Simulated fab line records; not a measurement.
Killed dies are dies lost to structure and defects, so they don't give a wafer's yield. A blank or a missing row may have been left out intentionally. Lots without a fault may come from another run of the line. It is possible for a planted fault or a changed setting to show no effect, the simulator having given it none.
One fault through the eyes of 2 desks -- flow sky130 -- numbers are kept per desk, each desk with only its own; the story behind them comes last

== DESK OF THE TOOL OWNER: implanter-03 ==
The tool's own readings at SKY_LDD_N_IMPLANT_09: means of the sampled wafers that have a number, for each lot that ran on this tool. The brackets show how far a lot's mean lies from the usual mean; more than 4 standard deviations puts the lot out of limits, marked OUT.
Columns: A = dose ions cm2 at SKY_LDD_N_IMPLANT_09, usual 7.5e+13; B = faraday current uA at SKY_LDD_N_IMPLANT_09, usual 422
lot,first seen here,A,B
L303,day 19 02:17,7.5e+13,425
L305,day 19 22:55,7.5e+13,424
L311,day 21 23:27,9.9e+13 (+99 or more) OUT,562 (+19) OUT
L313,day 22 21:36,9.9e+13 (+99 or more) OUT,566 (+19) OUT
L321,day 25 13:12,7.5e+13,429
Finding of this desk: L311, L313 out of limits; the first was L311 at day 21 23:27, on dose ions cm2 at SKY_LDD_N_IMPLANT_09. L303, L305, L321: within limits.

== THE METROLOGY DESK ==
What the gauges read for every lot (on any tool): the sampled wafers with a number, averaged. The brackets show how far a lot's mean lies from the usual mean; more than 4 standard deviations puts the lot out of limits, marked OUT.
Columns: A = FIELD_ISO_CVD_24_THK at SKY_FIELD_ISO_THK_MEAS_25, usual 597 nm
lot,first seen here,A
L303,day 3 01:50,587
L305,day 3 12:18,588
L306,day 3 15:39,597
L311,day 4 17:20,597
L313,day 5 03:45,610
L314,day 5 07:10,593
L315,day 5 13:52,593
L318,day 6 12:25,589
L320,day 6 18:46,601
L321,day 6 23:39,608
L322,day 7 03:16,602
Result from this desk: across the 11 lots, nothing is out of limits.

== PUT TOGETHER ==
On L311, L313, at day 21 23:27, an alarm was possible from the tool owner's desk.
Metrology desk: nothing out of limits seen.
The metrology desk holds a record of L311, L313, inside its limits.
Of the lots named, all ran SKY_LDD_N_IMPLANT_09 on implanter-03.

== WHAT WAS PUT IN BY THE SIMULATOR ==
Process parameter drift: implanter-03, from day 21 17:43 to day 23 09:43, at SKY_LDD_N_IMPLANT_09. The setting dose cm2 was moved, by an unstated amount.
Lots struck among those shown: L311, L313.
Delay in hours, fault start to first out-of-limits reading, by desk: the tool owner's desk at 6.
